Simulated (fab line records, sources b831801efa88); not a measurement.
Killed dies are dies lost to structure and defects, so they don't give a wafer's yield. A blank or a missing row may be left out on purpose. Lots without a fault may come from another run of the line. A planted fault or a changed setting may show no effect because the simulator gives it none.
A struck lot beside a sound one | flow sky130 | 16 steps out of a route of 708
Sound: wafers L708.4, L708.5, L708.6. Struck: wafers L719.1, L719.2, L719.4. The cause comes at the end.
At each step with rows: each side's tool, then ch and its chambers, then its first start. Under that, the readings that differ: sound wafers | struck wafers | difference of the means | sigmas: that difference in standard deviations of wafers without a fault.
alike: readings whose means differ by less than 2 such deviations, and words and numbers that are the same on both sides. not compared: withheld readings, readings that some wafer has no value for, bounds like >300 that may hide the same value, and numbers for which the record gives no deviation and whose values overlap.
The two part at a step that has a row with sigmas, a row that says differs or no value, or rows on one side only. Numbers that don't overlap but have no deviation are shown without sigmas and don't part them. A reading that every wafer of one side lacks parts them only if that side has two wafers or more.

SKY_LDD_P_OVL_MEAS_08:
  sound on overlay-01, day 19 23:16; struck on overlay-01, day 23 17:58
  alike: LDD_P_OVL
then, 1 step without rows for these wafers: SKY_LDD_P_IMPLANT_09.
SKY_LDD_P_STRIP_10: strips in O2/N2.
  sound on plasma_asher-03 ch 0,1, day 19 23:28; struck on plasma_asher-03 ch 0,1, day 23 18:08
  alike: drypump_motor_current_A, n2_flow_sccm, oes_product_au, strip_time_to_endpoint_s
  not compared: rf_hours_counter_h
SKY_LDD_P_TW_MEAS_11:
  sound on film_metro-02, day 19 23:34; struck on film_metro-02, day 23 18:14
  alike: LDD_P_TW
then, 7 steps without rows for these wafers: SKY_LDD_HVN_DEHYDRATE_00 (time 60 s); SKY_LDD_HVN_HMDS_01 (prime time 60 s); SKY_LDD_HVN_COAT_02 (resist thk 300 nm); SKY_LDD_HVN_SOFTBAKE_03 (time 60 s); SKY_LDD_HVN_EXPOSE_04 (exposes mask HVNTM, target cd 700 nm); SKY_LDD_HVN_PEB_05; SKY_LDD_HVN_DEVELOP_06 (develop time 60 s).
SKY_LDD_HVN_OVL_MEAS_07:
  sound on overlay-02, day 21 05:23; struck on overlay-01, day 25 00:02
  alike: LDD_HVN_OVL
SKY_LDD_HVN_IMPLANT_08:
  sound on implanter-02 ch 0, day 21 05:51; struck on implanter-03 ch 0, day 25 00:04
  reading            | sound                         | struck                        | difference | sigmas
  dose_ions_cm2      | 3.005e+13 3.001e+13 2.997e+13 | 2.752e+13 2.754e+13 2.752e+13 | -2.483e+12 | -80
  faraday_current_uA | 169 170 173                   | 152 147 154                   | -20        | -6
SKY_LDD_HVN_STRIP_09: strips in O2/N2.
  sound on plasma_asher-01 ch 0,1, day 21 05:58; struck on plasma_asher-04 ch 0,1, day 25 00:13
  alike: drypump_motor_current_A, n2_flow_sccm, oes_product_au, strip_time_to_endpoint_s
  not compared: rf_hours_counter_h
SKY_LDD_HVN_TW_MEAS_10:
  sound on film_metro-01, day 21 06:03; struck on film_metro-01, day 25 00:33
  reading    | sound          | struck         | difference | sigmas
  LDD_HVN_TW | 1447 1441 1447 | 1399 1389 1402 | -48        | -5
  not compared: hold
-- the record jumps here: 24 days lie between the struck wafers' starts before and after (it left off in module LDD_HVN and takes up again in module PAD_OPEN, whose first step shown is number 708 of the route) --
SKY_PAD_OPEN_PROBE_99:
  sound on prober-02, day 46 13:06; struck on prober-01, day 48 22:25
  reading                        | sound          | struck         | difference | sigmas
  killed_at_other                | 4 1 0          | 0 0 0          | -2         | -3
  model.etest.tip_n_5v.rs_ohm_sq | 1404 1394 1404 | 1498 1483 1479 | +86        |
  alike: killed_at_M0_to_M3, killed_at_M4_up, killed_at_contacts, killed_at_front_end, killed_dies, killed_open, killed_short

WHERE THEY PART
First at SKY_LDD_HVN_IMPLANT_08; last, within this record, at SKY_PAD_OPEN_PROBE_99.

WHY: what the simulator had put in
Process parameter drift: implanter-03, from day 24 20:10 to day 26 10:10, at SKY_LDD_HVN_IMPLANT_08. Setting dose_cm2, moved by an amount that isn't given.
